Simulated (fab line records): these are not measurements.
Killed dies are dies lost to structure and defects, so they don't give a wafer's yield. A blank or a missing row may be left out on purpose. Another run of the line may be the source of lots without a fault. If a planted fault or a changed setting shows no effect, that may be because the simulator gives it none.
A lot that was struck, set against a sound lot + flow sky130 + 15 out of 708 route steps
Sound: the wafers L530.1, L530.3, L530.4. Wafers L538.3, L538.4, L538.5 were the ones struck. At the end, the cause is stated.
At each step with rows: each side's tool, then ch and its chambers, then its first start. Under that, the readings that differ: sound wafers + struck wafers + difference of the means + sigmas: that difference in standard deviations of wafers without a fault.
alike: readings whose means differ by less than 2 such deviations, and words and numbers that are the same on both sides. not compared: withheld readings, readings that some wafer has no value for, bounds like >300 that may hide the same value, and numbers for which the record gives no deviation and whose values overlap.
A row with sigmas, a row that says differs or no value, or rows on one side alone: a step with any of these is where the two part. When numbers do not overlap yet have no deviation, they are printed without sigmas and do not part them. Lack of a reading on every wafer of one side parts them only where that side has two or more wafers.

first, 2 steps without rows for these wafers: SKY_CAP2M_PEB_10; SKY_CAP2M_DEVELOP_11 (develop time 60 s).
SKY_CAP2M_OVL_MEAS_12:
  sound on overlay-02, day 42 17:33; struck on overlay-01, day 45 00:58
  alike: CAP2M_OVL
SKY_CAP2M_METAL_ETCH_13: etches TiN in Cl2/BCl3, stops on SiO2, target depth 220 nm, time 62.9 s.
  sound on rieMetal-03 ch 0,1, day 42 17:35; struck on rieMetal-02 ch 0,1, day 45 01:01
  alike: drypumpMotorCurrentA, oesProductAu, throttleValvePct
  not compared: rfHoursCounterH
SKY_CAP2M_STRIP_14: strips in O2/N2.
  sound on plasmaAsher-02 ch 0,1, day 42 17:40; struck on plasmaAsher-04 ch 0,1, day 45 01:06
  alike: drypumpMotorCurrentA, oesProductAu, stripTimeToEndpointS
  not compared: rfHoursCounterH
then, 7 steps without rows for these wafers: SKY_CAP2M_STRIP_15 (strips in post etch residue remover, time 1200 s); SKY_CAP2M_CLEAN_16 (cleans in IPA, time 180 s); SKY_CAP2M_CLEAN_17 (cleans in O3/DIW); SKY_METAL4_DEHYDRATE_05 (time 60 s); SKY_METAL4_HMDS_06 (prime time 60 s); SKY_METAL4_COAT_07 (resist thk 60 nm); SKY_METAL4_COAT_08 (resist thk 1140 nm).
SKY_METAL4_SOFTBAKE_09: time 90 s.
  sound on lithoTrack-04 ch 0, day 43 05:00; struck on lithoTrack-02 ch 0, day 45 12:00
| reading               | sound              | struck               | difference | sigmas |
|-----------------------|--------------------|----------------------|------------|--------|
| heaterPowerTotalW (W) | 57.38 57.36 57.40  | 58.39 58.61 58.28    | +1.05      | +9     |
| plateTempC (C)        | 99.81 99.99 100.03 | 101.14 101.31 101.37 | +1.33      | +10    |
then, 1 step without rows for these wafers: SKY_METAL4_EXPOSE_10 (exposes mask MM4, target cd 300 nm).
SKY_PAD_OPEN_PROBE_99:
  the record holds rows for the sound wafers here (prober-02, day 47 10:47) but none for the struck ones

== WHERE THEY PART ==
Last at SKY_PAD_OPEN_PROBE_99 as far as this record goes, first at SKY_METAL4_SOFTBAKE_09.

WHY: the cause the simulator had injected
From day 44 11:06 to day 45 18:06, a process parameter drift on lithoTrack-02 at SKY_METAL4_SOFTBAKE_09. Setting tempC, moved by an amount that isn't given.
